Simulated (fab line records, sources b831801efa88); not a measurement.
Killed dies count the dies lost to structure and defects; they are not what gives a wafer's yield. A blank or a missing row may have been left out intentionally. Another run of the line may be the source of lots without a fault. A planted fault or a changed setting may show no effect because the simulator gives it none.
One fault seen from 2 desks | flow gf180mcu | each desk holds nothing but its own numbers, with what lay behind them at the end

TOOL OWNER'S DESK, pecvd-03
The tool's own readings at GF_SAB_CVD_00 (deposits SiO2 from TEOS, target thk 50 nm, time 4.9302 s): means of the sampled wafers that have a number, for each lot that ran on this tool. Marked OUT: a lot whose mean sits more than 4 standard deviations from the usual mean, which makes it out of limits; the brackets give that distance.
Columns: A = heater power w at GF_SAB_CVD_00, usual 724 W
lot  | first seen here | A
L176 | day 16 12:21    | 710
L180 | day 18 01:50    | 716
L184 | day 19 07:06    | 673
L190 | day 21 10:12    | 723
L191 | day 21 20:47    | 629
L193 | day 22 07:06    | 768
L195 | day 22 21:15    | 726
This desk's verdict: no lot among the 7 shows anything out of limits.

AT THE METROLOGY DESK
What the gauges read, lot by lot, whatever tool the lot ran on: means of the sampled wafers that have a number. Marked OUT: a lot whose mean sits more than 4 standard deviations from the usual mean, which makes it out of limits; the brackets give that distance.
Columns: A = HV_LDD_03_OVL at GF_HV_LDD_OVL_MEAS_47, usual -1.4 nm; B = SAB_CVD_00_THK at GF_SAB_THK_MEAS_01, usual 50.3 nm; C = cd nm at GF_SAB_CD_MEAS_09, usual 419.8 nm; D = CONTACT_BOW at GF_CONTACT_BOW_MEAS_05, usual 65 um
lot  | first seen here | A    | B    | C     | D
L175 | day 14 06:49    | 0.9  | 49.9 | 415.0 | 73
L176 | day 14 10:22    | -3.1 | 50.0 | 418.9 | 69
L180 | day 15 21:29    | -1.7 | 51.5 | 420.4 | 68
L182 | day 16 13:08    | -1.3 | 49.9 | 416.6 | 62
L184 | day 17 00:50    | -1.4 | 53.3 | 421.4 | 69
L188 | day 18 08:32    | -1.0 | 50.1 | 420.4 | 66
L189 | day 18 15:55    | -0.9 | 51.3 | 420.3 | 62
L190 | day 19 02:20    | -0.4 | 50.9 | 422.1 | 62
L191 | day 19 11:02    | -1.3 | 50.4 | 420.3 | 70
L192 | day 19 23:53    | -1.9 | 51.1 | 417.7 | 60
L193 | day 20 01:59    | -1.1 | 51.0 | 421.5 | 62
L195 | day 20 11:35    | 0.4  | 50.1 | 422.4 | 69
L196 | day 21 02:22    | -2.6 | 50.8 | 417.8 | 66
L197 | day 21 03:39    | -0.7 | 49.9 | 419.0 | 63
This desk's verdict: no lot among the 14 shows anything out of limits.

ALL TOGETHER
The tool owner's desk saw nothing out of limits.
The metrology desk saw nothing out of limits.

WHAT HAD BEEN PUT IN BY THE SIMULATOR
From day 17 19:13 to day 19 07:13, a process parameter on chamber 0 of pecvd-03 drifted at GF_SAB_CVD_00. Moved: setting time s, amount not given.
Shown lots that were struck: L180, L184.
